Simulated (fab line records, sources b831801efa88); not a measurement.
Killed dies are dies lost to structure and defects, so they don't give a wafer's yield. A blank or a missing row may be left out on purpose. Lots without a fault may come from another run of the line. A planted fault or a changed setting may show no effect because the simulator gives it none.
fab line records | flow sfq_line
record lots=6 wafers=18 last_day=91
route steps=325 shown R5@216 I5@228 C5@240 M6@251
lots that met no fault: from a run of the same line without faults
start_h: hours from the record's first day to the start of the lot's first wafer shown | wait_h: hours since the lot's step before | " the same as in the row above | L1.1+2: a row that stands for several wafers | - no value, or no start given | * or withheld: withheld | < > ~ a bound
route shown NAME@n: a module of which the file shows steps, and the number in the route of the first | usual: mean/standard deviation of fault-free wafers | same: alike in all rows | chamber/n: place in a boat | sites: the reading at each site | _std_site: their standard deviation | _edge_site: outer sites' mean less inner sites' | radius_mm: how far each site lies from the wafer's centre | mask NAME#n: copy n | behind: the tool/chamber that last shaped the wafer | hold: why the lot was held/for how many hours/how that ended | device: the transistor (n, p or np) that didn't switch | end of line: the same wafers' tests at the end of the route | a step without rows: its recipe alone | killed: dies lost to structure and defects at the first sort, not the wafer's yield | map: a wafer's dies, x killed, . not, _ none there
set.NAME: the setting as run; set.NAME@STEP: as run at that earlier step | model.NAME: the simulator's own value behind a step, which no gauge read
lots at some steps of the route; a table a step, a row a wafer
services: from which hour (start_h, from the record's first day; less than 0 if before it) a tool's chamber was out of use, for how many hours, and why
## steps
# step SFQ_R5_THK_MEAS_934
# recipe thk_meas_gauge=xrf reads=MoNx_of_TRILAYER_R5_DEP_SPUTTER_133
# usual R5_MONX_THK=39.9/0.48
# columns lot.wafer tool chamber start_h wait_h R5_MONX_THK[nm]
L951.2 film_metro-04 - 1377.68 0.1 39.8
L951.3 " - " " 39.8
L951.5 " - " " 40.1
L954.1 film_metro-01 - 1395.67 0.1 40.1
L954.2 " - " " 39.3
L954.5 " - " " 39.8
L956.1 film_metro-01 - 1416.91 0.1 40.2
L956.4 " - " " 40.0
L956.6 " - " " 39.8
L962.1 film_metro-04 - 1458.57 0.1 39.6
L962.4 " - " " 38.9
L962.6 " - " " 39.3
L966.1 film_metro-04 - 1492.43 0.1 39.9
L966.5 " - " " 39.8
L966.6 " - " " 39.7
L967.3 film_metro-03 - 1500.96 0.1 39.5
L967.4 " - " " 39.6
L967.5 " - " " 40.4
# step SFQ_TRILAYER_R5_LITHO_COAT_141
# recipe resist=BARC spin_rpm=3000 resist_thk_nm=62
# step SFQ_TRILAYER_R5_LITHO_COAT_136
# recipe resist=KrF spin_rpm=3000 resist_thk_nm=600
# step SFQ_TRILAYER_R5_LITHO_SOFTBAKE_140
# recipe temp_c=withheld time_s=withheld resist=KrF
# step SFQ_TRILAYER_R5_LITHO_EXPOSE_137
# recipe mask_id=R5 na=0.6 source_shape=conventional sigma_outer=0.65 target_cd_nm=500 dose_mj=14.4
# step SFQ_TRILAYER_R5_LITHO_PEB_139
# recipe peb_temp_c=115.4 peb_time_s=60 resist=KrF
# step SFQ_TRILAYER_R5_LITHO_DEVELOP_138
# recipe time_s=60 resist=KrF
# step SFQ_R5_OVL_MEAS_935
# usual R5_OVL=1/5.4
# columns lot.wafer tool chamber start_h wait_h R5_OVL[nm]
L951.2 overlay-01 - 1481.93 0.1 2
L951.3 " - " " -2
L951.5 " - " " 5
L954.1 overlay-02 - 1511.70 0.1 5
L954.2 " - " " 1
L954.5 " - " " 1
L956.1 overlay-02 - 1540.75 0.1 11
L956.4 " - " " 14
L956.6 " - " " 11
L962.1 overlay-01 - 1580.19 0.1 -4
L962.4 " - " " 2
L962.6 " - " " -7
L966.1 overlay-01 - 1612.59 0.1 7
L966.5 " - " " 4
L966.6 " - " " 7
L967.3 overlay-01 - 1619.92 0.1 5
L967.4 " - " " 6
L967.5 " - " " 3
# step SFQ_TRILAYER_R5_BARC_OPEN_METAL_ETCH_177
# recipe mask_material=PR chemistry=O2 target_depth_nm=125 target=BARC icp_w=600 bias_w=80 pressure_mtorr=10 time_s=41.7
# step SFQ_TRILAYER_R5_ETCH_METAL_ETCH_139
# recipe stop_on=SiO2 mask_material=PR chemistry=Cl2 target_depth_nm=60 icp_w=600 bias_w=80 pressure_mtorr=10 time_s=40
# usual drypump_motor_current_A=5.7/0.51 oes_product_au=0.991/0.0075
# columns lot.wafer tool chamber start_h wait_h drypump_motor_current_A oes_product_au rf_hours_counter_h
L951.2 rie_metal-02 1 1482.02 0.0 5.1 0.988 46
L951.3 " 0 " " 6.3 0.985 -
L951.5 " 1 " " 5.1 0.995 -
L954.1 rie_metal-04 1 1511.80 0.0 6.2 0.995 13
L954.2 " 0 " " 6.2 0.998 87
L954.5 " 1 " " 6.2 0.995 -
L956.1 rie_metal-02 0 1540.85 0.0 6.3 0.993 113
L956.4 " 0 " " 6.3 0.996 -
L956.6 " 0 " " 6.3 0.996 -
L962.1 rie_metal-03 1 1580.28 0.0 5.2 0.979 26
L962.4 " 0 " " 5.5 0.992 -
L962.6 " 0 " " 5.5 0.993 -
L966.1 rie_metal-04 1 1612.68 0.0 6.2 0.994 26
L966.5 " 0 " " 6.2 0.990 -
L966.6 " 1 " " 6.2 0.998 -
L967.3 rie_metal-02 1 1620.03 0.0 5.1 0.980 -
L967.4 " 0 " " 6.3 0.991 -
L967.5 " 0 " " 6.3 1.001 -
# step SFQ_TRILAYER_R5_STRIP_STRIP_140
# recipe gas=O2 power_w=200 platen_temp_c=40 overash_fraction=0.65 chemistry=O2 pressure_mtorr=50
# usual drypump_motor_current_A=5.7/0.51 oes_product_au=1.002/0.0098 platen_temp_c=39.99/0.12
# columns lot.wafer tool chamber start_h wait_h drypump_motor_current_A oes_product_au platen_temp_c rf_hours_counter_h
L951.2 rie_metal-02 1 1482.08 0.0 5.1 0.992 39.92 46
L951.3 " 0 " " 6.3 0.996 39.91 -
L951.5 " 1 " " 5.1 1.012 39.80 -
L954.1 rie_metal-04 1 1511.86 0.0 6.2 1.007 39.81 13
L954.2 " 0 " " 6.1 1.004 39.94 87
L954.5 " 1 " " 6.2 1.004 40.07 -
L956.1 rie_metal-02 0 1540.91 0.0 6.3 1.014 39.87 114
L956.4 " 0 " " 6.3 1.002 39.88 -
L956.6 " 0 " " 6.3 1.011 39.91 -
L962.1 rie_metal-03 1 1580.34 0.0 5.2 0.990 39.89 26
L962.4 " 0 " " 5.5 1.001 39.92 -
L962.6 " 0 " " 5.5 0.997 40.05 -
L966.1 rie_metal-04 1 1612.74 0.0 6.2 1.004 39.93 26
L966.5 " 0 " " 6.2 1.002 39.91 -
L966.6 " 1 " " 6.2 1.009 39.92 -
L967.3 rie_metal-02 1 1620.27 0.2 5.1 1.014 40.07 -
L967.4 " 0 " " 6.3 1.003 39.95 -
L967.5 " 0 " " 6.3 1.011 39.76 -
# step SFQ_TRILAYER_R5_STRIP_SOLV_CLEAN_141
# recipe chemistry=NMP temp_c=70 time_s=600
# step SFQ_TRILAYER_A5C_DEP_PECVD_142
# recipe material=SiO2 temp_c=150 time_s=15.556 pressure_torr=2.4 rf_w=183.3 precursor=SiH4/N2O target_thk_nm=70
# usual chamber_pressure_Torr=2.401/0.005 heater_power_outer_w=31/6.3 heater_power_w=83/8.6 throttle_valve_pct=25.8/1.4
# columns lot.wafer tool chamber start_h wait_h chamber_pressure_Torr heater_power_outer_w heater_power_w throttle_valve_pct model.SiO2_of_TRILAYER_A5C_DEP_PECVD_142.thk_nm
L951.2 pecvd-03 2 1482.85 0.0 2.403 41 96 23.9 69.52
L951.3 " 1 " " 2.394 31 88 27.0 69.46
L951.5 " 1 " " 2.391 32 89 27.1 71
L954.1 pecvd-02 2 1512.63 0.0 2.401 28 80 23.9 70.03
L954.2 " 0 " " 2.393 39 86 23.8 69.3
L954.5 " 0 " " 2.410 38 87 24.0 70.99
L956.1 pecvd-03 1 1541.68 0.0 2.401 25 81 27.3 70.28
L956.4 " 2 " " 2.390 37 88 24.2 70.73
L956.6 " 1 " " 2.400 25 80 27.1 70.98
L962.1 pecvd-03 1 1581.12 0.0 2.410 29 83 26.7 69.67
L962.4 " 0 " " 2.401 32 88 26.3 70.66
L962.6 " 1 " " 2.401 28 84 27.1 70.83
L966.1 pecvd-03 2 1613.52 0.0 2.405 33 83 23.9 61.01
L966.5 " 0 " " 2.410 29 82 26.4 62.91
L966.6 " 1 " " 2.395 33 89 26.7 62.07
L967.3 pecvd-03 0 1620.84 0.0 2.390 33 89 26.6 61.86
L967.4 " 1 " " 2.391 31 85 27.1 62.97
L967.5 " 0 " " 2.392 34 89 26.6 63.53
# step SFQ_TRILAYER_I5_LITHO_COAT_149
# recipe resist=BARC spin_rpm=3000 resist_thk_nm=62
# step SFQ_TRILAYER_I5_LITHO_COAT_144
# recipe resist=KrF spin_rpm=3000 resist_thk_nm=650
# step SFQ_TRILAYER_I5_LITHO_SOFTBAKE_148
# recipe temp_c=withheld time_s=withheld resist=KrF
# step SFQ_TRILAYER_I5_LITHO_EXPOSE_145
# recipe mask_id=I5 na=0.6 source_shape=conventional sigma_outer=0.65 target_cd_nm=700 dose_mj=21.3
# step SFQ_TRILAYER_I5_LITHO_PEB_147
# recipe peb_temp_c=115 peb_time_s=60 resist=KrF
# step SFQ_TRILAYER_I5_LITHO_DEVELOP_146
# recipe time_s=60 resist=KrF
# step SFQ_I5_OVL_MEAS_936
# usual I5_OVL=4/5.2
# columns lot.wafer tool chamber start_h wait_h I5_OVL[nm]
L951.2 overlay-02 - 1485.13 0.1 -2
L951.3 " - " " 1
L951.5 " - " " -4
L954.1 overlay-01 - 1516.89 0.1 -1
L954.2 " - " " 1
L954.5 " - " " 2
L956.1 overlay-02 - 1545.85 0.1 -3
L956.4 " - " " -4
L956.6 " - " " -2
L962.1 overlay-02 - 1583.52 0.1 7
L962.4 " - " " 5
L962.6 " - " " 4
L966.1 overlay-01 - 1616.10 0.1 3
L966.5 " - " " 2
L966.6 " - " " -2
L967.3 overlay-02 - 1626.02 0.1 1
L967.4 " - " " 3
L967.5 " - " " -1
# step SFQ_TRILAYER_I5_BARC_OPEN_VIA_ETCH_200
# recipe mask_material=PR chemistry=O2 target_depth_nm=125 target=BARC source_w=500 bias_w=80 pressure_mtorr=30.78 time_s=41.7
# usual drypump_motor_current_A=5.7/0.57 oes_product_au=0.685/0.0046
# columns lot.wafer tool chamber start_h wait_h drypump_motor_current_A oes_product_au rf_hours_counter_h
L951.2 rie_diel-04 1 1485.16 0.0 4.7 0.679 11
L951.3 " 3 " " 6.1 0.688 14
L951.5 " 1 " " 4.7 0.687 -
L954.1 rie_diel-04 0 1516.93 0.0 5.7 0.689 7
L954.2 " 3 " " 6.1 0.685 14
L954.5 " 0 " " 5.7 0.685 -
L956.1 rie_diel-04 2 1545.88 0.0 6.5 0.680 0
L956.4 " 0 " " 5.7 0.683 8
L956.6 " 0 " " 5.7 0.677 -
L962.1 rie_diel-04 0 1583.55 0.0 5.7 0.675 8
L962.4 " 2 " " 6.5 0.685 1
L962.6 " 1 " " 4.7 0.687 -
L966.1 rie_diel-02 1 1616.14 0.0 6.0 0.687 15
L966.5 " 1 " " 6.0 0.682 -
L966.6 " 2 " " 4.7 0.681 -
L967.3 rie_diel-02 0 1626.05 0.0 5.9 0.684 17
L967.4 " 2 " " 4.7 0.691 13
L967.5 " 3 " " 6.2 0.680 -
# step SFQ_TRILAYER_I5_ETCH_VIA_ETCH_147
# recipe stop_on=Nb mask_material=PR chemistry=CHF3 target_depth_nm=360 source_w=500 bias_w=80 pressure_mtorr=30 time_s=withheld
# usual drypump_motor_current_A=5.7/0.57 oes_product_au=0.988/0.0065
# columns lot.wafer tool chamber start_h wait_h drypump_motor_current_A oes_product_au
L951.2 rie_diel-04 1 1485.20 0.0 4.7 0.985
L951.3 " 3 " " 6.1 0.987
L951.5 " 1 " " 4.6 0.987
L954.1 rie_diel-04 0 1516.97 0.0 5.7 0.989
L954.2 " 3 " " 6.1 0.998
L954.5 " 0 " " 5.7 0.989
L956.1 rie_diel-04 2 1545.92 0.0 6.6 0.991
L956.4 " 0 " " 5.7 0.992
L956.6 " 0 " " 5.7 0.990
L962.1 rie_diel-04 0 1583.59 0.0 5.7 0.994
L962.4 " 2 " " 6.5 0.989
L962.6 " 1 " " 4.7 0.991
L966.1 rie_diel-02 1 1616.18 0.0 6.0 0.989
L966.5 " 1 " " 6.0 0.998
L966.6 " 2 " " 4.7 0.990
L967.3 rie_diel-02 0 1626.09 0.0 5.9 0.989
L967.4 " 2 " " 4.7 0.985
L967.5 " 3 " " 6.2 0.967
# step SFQ_TRILAYER_I5_STRIP_STRIP_148
# recipe gas=O2 power_w=200 platen_temp_c=40 overash_fraction=0.65 chemistry=O2 pressure_mtorr=50
# step SFQ_TRILAYER_I5_STRIP_SOLV_CLEAN_149
# recipe chemistry=NMP temp_c=70 time_s=600
# step SFQ_TRILAYER_C5_LITHO_COAT_156
# recipe resist=BARC spin_rpm=3000 resist_thk_nm=62
# step SFQ_TRILAYER_C5_LITHO_COAT_151
# recipe resist=KrF spin_rpm=3000 resist_thk_nm=650
# step SFQ_TRILAYER_C5_LITHO_SOFTBAKE_155
# recipe temp_c=withheld time_s=withheld resist=KrF
# step SFQ_TRILAYER_C5_LITHO_EXPOSE_152
# recipe mask_id=C5 na=0.6 source_shape=conventional sigma_outer=0.65 target_cd_nm=500 dose_mj=21.3
# step SFQ_TRILAYER_C5_LITHO_PEB_154
# recipe peb_temp_c=115 peb_time_s=60 resist=KrF
# step SFQ_TRILAYER_C5_LITHO_DEVELOP_153
# recipe time_s=60 resist=KrF
# step SFQ_C5_OVL_MEAS_937
# usual C5_OVL=1/5.9
# columns lot.wafer tool chamber start_h wait_h C5_OVL[nm]
L951.2 overlay-02 - 1604.19 0.1 -2
L951.3 " - " " -3
L951.5 " - " " -5
L954.1 overlay-01 - 1622.44 0.1 -4
L954.2 " - " " -4
L954.5 " - " " 4
L956.1 overlay-02 - 1658.29 0.1 -2
L956.4 " - " " -2
L956.6 " - " " -6
L962.1 overlay-02 - 1698.76 0.1 5
L962.4 " - " " 7
L962.6 " - " " 6
L966.1 overlay-01 - 1727.56 0.1 6
L966.5 " - " " 6
L966.6 " - " " 7
L967.3 overlay-01 - 1734.90 0.1 -1
L967.4 " - " " -7
L967.5 " - " " 3
# step SFQ_TRILAYER_C5_BARC_OPEN_VIA_ETCH_210
# recipe mask_material=PR chemistry=O2 target_depth_nm=125 target=BARC source_w=500 bias_w=80 pressure_mtorr=30 time_s=41.7
# usual drypump_motor_current_A=5.9/0.6 oes_product_au=0.685/0.0047
# columns lot.wafer tool chamber start_h wait_h drypump_motor_current_A oes_product_au rf_hours_counter_h
L951.2 rie_diel-02 1 1604.22 0.0 6.0 0.684 15
L951.3 " 2 " " 4.7 0.683 13
L951.5 " 1 " " 6.0 0.682 -
L954.1 rie_diel-01 3 1622.47 0.0 6.2 0.682 17
L954.2 " 1 " " 6.0 0.684 13
L954.5 " 0 " " 5.9 0.685 -
L956.1 rie_diel-04 1 1658.33 0.0 4.7 0.686 14
L956.4 " 0 " " 5.7 0.681 9
L956.6 " 1 " " 4.7 0.686 -
L962.1 rie_diel-04 0 1698.80 0.0 5.7 0.686 10
L962.4 " 1 " " 4.7 0.690 14
L962.6 " 1 " " 4.7 0.684 -
L966.1 rie_diel-01 2 1727.60 0.0 6.4 0.680 1
L966.5 " 2 " " 6.5 0.688 -
L966.6 " 3 " " 6.2 0.686 -
L967.3 rie_diel-04 0 1734.92 0.0 5.7 0.692 10
L967.4 " 2 " " 6.5 0.681 3
L967.5 " 1 " " 4.7 0.687 -
# step SFQ_TRILAYER_C5_ETCH_VIA_ETCH_154
# recipe target=SiO2 mask_material=PR chemistry=CHF3 target_depth_nm=84 source_w=500 bias_w=80 pressure_mtorr=30 time_s=withheld stop_on=Nb
# usual drypump_motor_current_A=5.9/0.6 oes_product_au=0.895/0.007
# columns lot.wafer tool chamber start_h wait_h drypump_motor_current_A oes_product_au model.C5.feature_depth_nm model.etch.depth_nm
L951.2 rie_diel-02 1 1604.26 0.0 6.0 0.891 69.51 69.51
L951.3 " 2 " " 4.7 0.886 69.45 69.45
L951.5 " 1 " " 6.0 0.902 70.99 70.99
L954.1 rie_diel-01 3 1622.51 0.0 6.2 0.899 70.02 70.02
L954.2 " 1 " " 6.0 0.888 69.29 69.29
L954.5 " 0 " " 6.0 0.902 70.98 70.98
L956.1 rie_diel-04 1 1658.37 0.0 4.7 0.889 70.28 70.28
L956.4 " 0 " " 5.7 0.894 70.72 70.72
L956.6 " 1 " " 4.7 0.906 70.97 70.97
L962.1 rie_diel-04 0 1698.84 0.0 5.7 0.893 69.66 69.66
L962.4 " 1 " " 4.7 0.905 70.65 70.65
L962.6 " 1 " " 4.7 0.895 70.83 70.83
L966.1 rie_diel-01 2 1727.64 0.0 6.4 0.835 61 61
L966.5 " 2 " " 6.4 0.840 62.9 62.9
L966.6 " 3 " " 6.2 0.836 62.06 62.06
L967.3 rie_diel-04 0 1734.96 0.0 5.7 0.833 61.85 61.85
L967.4 " 2 " " 6.5 0.841 62.97 62.97
L967.5 " 1 " " 4.7 0.845 63.53 63.53
# step SFQ_TRILAYER_C5_STRIP_STRIP_155
# recipe gas=O2 power_w=200 platen_temp_c=40 overash_fraction=0.65 chemistry=O2 pressure_mtorr=50
# step SFQ_TRILAYER_C5_STRIP_SOLV_CLEAN_156
# recipe chemistry=NMP temp_c=70 time_s=600
# step SFQ_TRILAYER_M6_DEP_PRE_CLEAN_158
# recipe gas=Ar time_s=22.5 bias_v=250
# columns lot.wafer tool chamber start_h wait_h model.SiO2_of_TRILAYER_A5C_DEP_PECVD_142.thk_nm
L951.2 pvd_sputter-06 - 1605.09 0.0 62.01
L951.3 " - " " 61.95
L951.5 " - " " 63.49
L954.1 pvd_sputter-06 - 1623.34 0.0 62.52
L954.2 " - " " 61.79
L954.5 " - " " 63.48
L956.1 pvd_sputter-06 - 1659.36 0.0 62.78
L956.4 " - " " 63.22
L956.6 " - " " 63.47
L962.1 pvd_sputter-03 - 1699.84 0.0 62.16
L962.4 " - " " 63.15
L962.6 " - " " 63.33
L966.1 pvd_sputter-04 - 1728.46 0.0 53.5
L966.5 " - " " 55.4
L966.6 " - " " 54.56
L967.3 pvd_sputter-06 - 1735.79 0.0 54.35
L967.4 " - " " 55.47
L967.5 " - " " 56.03
# step SFQ_TRILAYER_M6_DEP_SPUTTER_157
# recipe material=Nb base_pressure_pa=1.33e-06 chamber_pressure_pa=0.1333 substrate_temp_c=20 target_thk_nm=200 power_w=2000 time_s=133.3
## services
# columns tool chamber start_h hours kind
pecvd-03 - 1461.16 0.4 repair
rie_metal-04 1 1474.47 11.9 repair
rie_diel-04 - 1492.29 0.9 repair
rie_diel-04 3 1499.84 11.6 repair
rie_diel-04 2 1513.81 8.2 repair
rie_metal-03 0 1514.09 16.6 repair
rie_diel-02 1 1517.38 1.2 repair
rie_diel-02 0 1519.52 1.3 repair
rie_diel-01 - 1523.21 2.8 pm
rie_metal-02 0 1535.27 1.0 repair
rie_metal-02 - 1536.34 0.7 repair
rie_metal-04 - 1538.10 2.8 pm
pecvd-03 - 1546.81 2.5 repair
rie_metal-02 0 1571.95 20.8 repair
rie_metal-02 - 1574.88 2.8 pm
pecvd-03 1 1594.18 5.4 repair
pvd_sputter-06 - 1594.94 3.3 repair
rie_diel-02 0 1599.52 7.4 repair
rie_diel-02 - 1624.16 0.6 repair
rie_diel-02 1 1655.98 6.4 repair
pecvd-03 2 1677.29 3.9 repair
pecvd-03 - 1686.25 14.0 pm
pvd_sputter-06 - 1696.79 4.0 repair
rie_diel-04 3 1726.53 6.4 repair
## key
first_sign step=SFQ_TRILAYER_C5_ETCH_VIA_ETCH_154 reading=oes_product_au direction=down sigmas=8.1 usual=0.895 struck=0.838
effect none on later readings
model_effect step=SFQ_TRILAYER_A5C_DEP_PECVD_142 value=SiO2_of_TRILAYER_A5C_DEP_PECVD_142.thk_nm without=70.63 struck=62.39
model_effect step=SFQ_TRILAYER_C5_ETCH_VIA_ETCH_154 value=C5.feature_depth_nm without=70.62 struck=62.38
model_effect step=SFQ_TRILAYER_M6_DEP_PRE_CLEAN_158 value=SiO2_of_TRILAYER_A5C_DEP_PECVD_142.thk_nm without=63.12 struck=54.88
met_at SFQ_TRILAYER_A5C_DEP_PECVD_142
struck_wafers L966.1,L966.5,L966.6,L967.3,L967.4,L967.5
onset_between 1581.12 1613.52
also_fits time
fault kind=process_parameter_drift tool=pecvd-03 chamber=- onset_h=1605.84 steps=SFQ_TRILAYER_A5C_DEP_PECVD_142 channel=time_s offset=* shape=step end_h=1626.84 acts_in=* stated=*
